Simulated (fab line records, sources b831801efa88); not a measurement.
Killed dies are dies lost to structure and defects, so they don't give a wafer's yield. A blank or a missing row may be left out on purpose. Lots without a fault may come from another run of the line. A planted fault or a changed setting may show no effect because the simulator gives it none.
fab line records | flow sky130
record lots=15 wafers=45 last_day=51
route steps=708 shown METAL2@487 VIA2@516
lots that met no fault: from a run of the same line without faults
start_h: hours from the record's first day to the start of the lot's first wafer shown | wait_h: hours since the lot's step before | " the same as in the row above | L1.1+2: a row that stands for several wafers | - no value, or no start given | * or withheld: withheld | < > ~ a bound
route shown NAME@n: a module of which the file shows steps, and the number in the route of the first | usual: mean/standard deviation of fault-free wafers | same: alike in all rows | chamber/n: place in a boat | sites: the reading at each site | _std_site: their standard deviation | _edge_site: outer sites' mean less inner sites' | radius_mm: how far each site lies from the wafer's centre | mask NAME#n: copy n | behind: the tool/chamber that last shaped the wafer | hold: why the lot was held/for how many hours/how that ended | device: the transistor (n, p or np) that didn't switch | end of line: the same wafers' tests at the end of the route | a step without rows: its recipe alone | killed: dies lost to structure and defects at the first sort, not the wafer's yield | map: a wafer's dies, x killed, . not, _ none there
set.NAME: the setting as run; set.NAME@STEP: as run at that earlier step | model.NAME: the simulator's own value behind a step, which no gauge read
steps of the route over a sample of lots; a table a step, a row a wafer
services: from which hour (start_h, from the record's first day; less than 0 if before it) a tool's chamber was out of use, for how many hours, and why
## steps
# step SKY_METAL2_SPUTTER_04
# recipe material=TiN target_thk_nm=70 power_w=6500 time_s=58.3 chamber_pressure_pa=0.4
# usual cathode_dc_power_W=6499.9/1.2 throttle_valve_pct=30.3/1
# columns lot.wafer tool chamber start_h wait_h cathode_dc_power_W throttle_valve_pct
L734.2 pvd_sputter-01 - 783.65 0.0 6500.3 30.7
L734.3 " - " " 6500.2 31.1
L734.5 " - " " 6500.8 31.1
L737.1 pvd_sputter-04 - 812.12 0.0 6499.1 30.8
L737.5 " - " " 6499.3 29.1
L737.6 " - " " 6500.1 29.3
L743.2 pvd_sputter-01 - 865.74 0.0 6498.9 30.4
L743.3 " - " " 6497.9 30.8
L743.4 " - " " 6502.5 29.9
L744.2 pvd_sputter-02 - 874.72 0.0 6501.2 29.3
L744.5 " - " " 6501.4 29.4
L744.6 " - " " 6500.1 30.1
L745.1 pvd_sputter-02 - 877.78 0.0 6500.6 29.1
L745.4 " - " " 6499.1 30.1
L745.6 " - " " 6499.0 29.8
L746.2 pvd_sputter-04 - 885.74 0.0 6499.3 30.9
L746.4 " - " " 6500.6 32.5
L746.5 " - " " 6500.1 32.6
L748.1 pvd_sputter-04 - 896.68 0.0 6498.7 29.0
L748.3 " - " " 6499.8 29.1
L748.5 " - " " 6502.0 32.8
L749.3 pvd_sputter-04 - 906.15 0.0 6497.9 29.1
L749.4 " - " " 6499.9 29.2
L749.5 " - " " 6500.6 30.8
L750.1 pvd_sputter-04 - 916.90 0.0 6500.8 29.2
L750.2 " - " " 6501.0 30.8
L750.3 " - " " 6497.4 29.4
L751.1 pvd_sputter-02 - 920.91 0.0 6501.1 29.3
L751.3 " - " " 6498.8 29.8
L751.6 " - " " 6500.3 29.7
L752.1 pvd_sputter-02 - 923.83 0.0 6500.7 30.2
L752.2 " - " " 6500.9 29.8
L752.6 " - " " 6502.3 30.1
L753.1 pvd_sputter-04 - 930.89 0.0 6501.3 29.3
L753.2 " - " " 6499.3 32.9
L753.4 " - " " 6500.4 30.6
L754.1 pvd_sputter-01 - 935.84 0.0 6501.5 30.8
L754.3 " - " " 6499.4 29.9
L754.5 " - " " 6499.0 30.9
L756.1 pvd_sputter-01 - 952.78 0.0 6497.8 29.8
L756.2 " - " " 6499.1 31.4
L756.5 " - " " 6499.9 30.0
L757.2 pvd_sputter-04 - 990.24 0.0 6500.9 29.4
L757.3 " - " " 6499.0 30.7
L757.5 " - " " 6499.9 32.5
# step SKY_METAL2_OVL_MEAS_16
# usual METAL2_OVL=0/5.1
# columns lot.wafer tool chamber start_h wait_h METAL2_OVL[nm]
L734.2 overlay-02 - 810.33 0.1 1
L734.3 " - " " -1
L734.5 " - " " -2
L737.1 overlay-01 - 839.34 0.1 -8
L737.5 " - " " -11
L737.6 " - " " -5
L743.2 overlay-02 - 891.35 0.1 2
L743.3 " - " " 9
L743.4 " - " " -3
L744.2 overlay-02 - 899.93 0.1 -1
L744.5 " - " " 1
L744.6 " - " " -6
L745.1 overlay-01 - 903.23 0.1 -1
L745.4 " - " " 1
L745.6 " - " " 1
L746.2 overlay-01 - 911.20 0.1 -13
L746.4 " - " " -10
L746.5 " - " " 0
L748.1 overlay-01 - 921.25 0.1 1
L748.3 " - " " 6
L748.5 " - " " 2
L749.3 overlay-01 - 930.79 0.1 -7
L749.4 " - " " -8
L749.5 " - " " -1
L750.1 overlay-01 - 941.23 0.1 -1
L750.2 " - " " 6
L750.3 " - " " 8
L751.1 overlay-01 - 945.43 0.1 -2
L751.3 " - " " 0
L751.6 " - " " -4
L752.1 overlay-02 - 947.55 0.1 -1
L752.2 " - " " -4
L752.6 " - " " -2
L753.1 overlay-02 - 954.68 0.1 -1
L753.2 " - " " 0
L753.4 " - " " 9
L754.1 overlay-02 - 959.55 0.1 -3
L754.3 " - " " 0
L754.5 " - " " 1
L756.1 overlay-02 - 972.78 0.1 12
L756.2 " - " " 4
L756.5 " - " " 7
L757.2 overlay-02 - 1013.39 0.1 -1
L757.3 " - " " -3
L757.5 " - " " -3
# step SKY_VIA2_EXPOSE_09
# recipe mask_id=VIM2 na=0.8 source_shape=annular sigma_inner=0.55 sigma_outer=0.85 target_cd_nm=200 dose_mj=38
# usual exposure_dose_mJ_cm2=37.96/0.058 focus_offset_nm=0.1/0.58 sigma_outer=0.85/0 stage_vel_mm_s=500.02/0.28
# columns lot.wafer tool chamber start_h wait_h mask exposure_dose_mJ_cm2 focus_offset_nm sigma_outer stage_vel_mm_s
L734.2 krf_scanner-02 0 825.06 - VIM2#0 38.05 0.5 0.85 500.25
L734.3 " 0 " " VIM2#0 37.98 -0.1 0.85 500.27
L734.5 " 0 " " VIM2#0 37.92 -0.1 0.85 500.36
L737.1 krf_scanner-02 0 853.52 - VIM2#0 38.03 -0.9 0.85 500.35
L737.5 " 0 " " VIM2#0 38.00 -0.3 0.85 499.63
L737.6 " 0 " " VIM2#0 38.07 -0.2 0.85 500.16
L743.2 krf_scanner-02 0 905.72 - VIM2#0 37.96 -0.2 0.85 499.92
L743.3 " 0 " " VIM2#0 38.00 0.3 0.85 499.51
L743.4 " 0 " " VIM2#0 38.02 0.5 0.85 499.80
L744.2 krf_scanner-02 - 913.34 - VIM2#0 - - - -
L744.5 " - " " VIM2#0 - - - -
L744.6 " - " " VIM2#0 - - - -
L745.1 krf_scanner-01 - 917.28 - VIM2#0 - - - -
L745.4 " - " " VIM2#0 - - - -
L745.6 " - " " VIM2#0 - - - -
L746.2 krf_scanner-02 - 925.78 - VIM2#0 - - - -
L746.4 " - " " VIM2#0 - - - -
L746.5 " - " " VIM2#0 - - - -
L748.1 krf_scanner-02 0 935.61 - VIM2#0 38.09 -0.4 0.85 500.55
L748.3 " 0 " " VIM2#0 38.04 -0.2 0.85 500.46
L748.5 " 0 " " VIM2#0 38.06 -0.6 0.85 499.93
L749.3 krf_scanner-01 0 944.56 - VIM2#0 37.84 -0.1 0.85 500.13
L749.4 " 0 " " VIM2#0 37.90 0.3 0.85 499.97
L749.5 " 0 " " VIM2#0 37.83 0.0 0.85 500.49
L750.1 krf_scanner-01 0 954.74 - VIM2#0 37.87 -0.3 0.85 500.05
L750.2 " 0 " " VIM2#0 37.90 0.2 0.85 500.03
L750.3 " 0 " " VIM2#0 37.91 -0.3 0.85 499.86
L751.1 krf_scanner-01 0 958.94 - VIM2#0 37.88 -0.6 0.85 499.83
L751.3 " 0 " " VIM2#0 37.95 0.3 0.85 499.93
L751.6 " 0 " " VIM2#0 37.92 -0.3 0.85 499.85
L752.1 krf_scanner-01 0 961.33 - VIM2#0 37.92 1.9 0.85 500.25
L752.2 " 0 " " VIM2#0 37.91 -0.4 0.85 499.81
L752.6 " 0 " " VIM2#0 37.93 0.9 0.85 499.93
L753.1 krf_scanner-02 0 975.46 - VIM2#0 37.96 0.0 0.85 500.24
L753.2 " 0 " " VIM2#0 37.94 0.1 0.85 500.11
L753.4 " 0 " " VIM2#0 37.96 0.7 0.85 500.03
L754.1 krf_scanner-02 0 978.86 - VIM2#0 37.99 0.9 0.85 499.91
L754.3 " 0 " " VIM2#0 38.02 1.4 0.85 499.76
L754.5 " 0 " " VIM2#0 38.02 0.7 0.85 499.88
L756.1 krf_scanner-02 0 988.24 - VIM2#0 38.06 -0.7 0.85 500.22
L756.2 " 0 " " VIM2#0 38.00 0.4 0.85 500.11
L756.5 " 0 " " VIM2#0 37.98 -0.2 0.85 499.80
L757.2 krf_scanner-02 0 1025.06 - VIM2#0 37.98 0.6 0.85 500.18
L757.3 " 0 " " VIM2#0 37.94 0.8 0.85 500.31
L757.5 " 0 " " VIM2#0 38.01 -0.1 0.85 499.89
# step SKY_VIA2_CD_MEAS_12
# recipe target_cd_nm=200
# usual cd_nm=200.3/1.4
# columns lot.wafer tool chamber start_h wait_h cd_nm
L734.2 cd_sem-02 - 838.41 - 200.9
L734.3 " - " " 201.3
L734.5 " - " " 202.4
L737.1 cd_sem-02 - 866.14 - 202.1
L737.5 " - " " 201.4
L737.6 " - " " 202.4
L743.2 cd_sem-02 - 917.81 - 199.6
L743.3 " - " " 199.6
L743.4 " - " " 199.2
L744.2 cd_sem-02 - 926.00 - -
L744.5 " - " " -
L744.6 " - " " -
L745.1 cd_sem-01 - 929.64 - -
L745.4 " - " " -
L745.6 " - " " -
L746.2 cd_sem-01 - 937.51 - -
L746.4 " - " " -
L746.5 " - " " -
L748.1 cd_sem-01 - 946.74 - 202.1
L748.3 " - " " 201.7
L748.5 " - " " 201.6
L749.3 cd_sem-01 - 956.13 - 201.4
L749.4 " - " " 199.8
L749.5 " - " " 200.7
L750.1 cd_sem-01 - 965.84 - 199.0
L750.2 " - " " 199.0
L750.3 " - " " 199.3
L751.1 cd_sem-01 - 969.13 - 201.6
L751.3 " - " " 201.7
L751.6 " - " " 200.2
L752.1 cd_sem-02 - 970.11 - 197.8
L752.2 " - " " 198.2
L752.6 " - " " 197.4
L753.1 cd_sem-01 - 989.03 - 199.8
L753.2 " - " " 199.4
L753.4 " - " " 200.3
L754.1 cd_sem-01 - 991.53 - 199.1
L754.3 " - " " 199.5
L754.5 " - " " 199.2
L756.1 cd_sem-02 - 997.91 - 201.9
L756.2 " - " " 199.3
L756.5 " - " " 201.5
L757.2 cd_sem-02 - 1037.78 - 201.3
L757.3 " - " " 201.3
L757.5 " - " " 202.5
## services
# columns tool chamber start_h hours kind
krf_scanner-02 - 776.55 0.8 pm
pvd_sputter-02 - 777.51 3.1 repair
pvd_sputter-01 - 778.43 4.8 repair
krf_scanner-01 - 779.19 1.0 pm
pvd_sputter-02 - 807.70 3.8 repair
pvd_sputter-02 - 813.95 5.4 repair
pvd_sputter-01 - 830.32 6.7 repair
pvd_sputter-01 - 848.58 1.0 repair
pvd_sputter-01 - 853.10 0.7 repair
krf_scanner-02 - 862.01 1.2 repair
krf_scanner-01 - 864.52 3.6 pm
krf_scanner-02 - 893.00 1.0 pm
krf_scanner-01 - 894.05 1.3 pm
krf_scanner-02 - 909.46 3.4 repair
krf_scanner-01 - 912.90 0.8 pm
krf_scanner-02 - 918.41 1.3 pm
krf_scanner-02 - 926.28 0.7 repair
krf_scanner-01 - 927.72 4.0 pm
krf_scanner-02 - 941.36 3.6 pm
krf_scanner-02 - 945.40 0.8 pm
krf_scanner-01 - 948.19 1.0 pm
krf_scanner-02 - 965.28 4.0 pm
krf_scanner-02 - 993.08 0.9 repair
pvd_sputter-04 - 998.61 2.4 repair
## key
first_sign step=SKY_VIA2_EXPOSE_09 reading=tool_record direction=missing
effect none on later readings
met_at SKY_VIA2_EXPOSE_09
struck_lots L744,L745,L746
later_rows_left_out L744.2,L744.5,L744.6,L745.1,L745.4,L745.6,L746.2,L746.4,L746.5
sort_left_out L744.2,L744.5,L744.6,L745.1,L745.4,L745.6,L746.2,L746.4,L746.5
not_acting_at SKY_METAL2_SPUTTER_04,SKY_METAL2_OVL_MEAS_16,SKY_VIA2_CD_MEAS_12
onset_between 905.72 913.34
fault kind=skipped_step_whole tool=krf_scanner-01,krf_scanner-02 chamber=- onset_h=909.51 steps=SKY_VIA2_EXPOSE_09 scope=struck_lots_only
# sort_left_out: the simulated sort isn't trusted on such a fault, so these wafers' sort isn't shown, and their yield isn't known
# later_rows_left_out: the simulator's readings of these wafers behind a module that went badly wrong aren't trusted and aren't shown, but for the sort
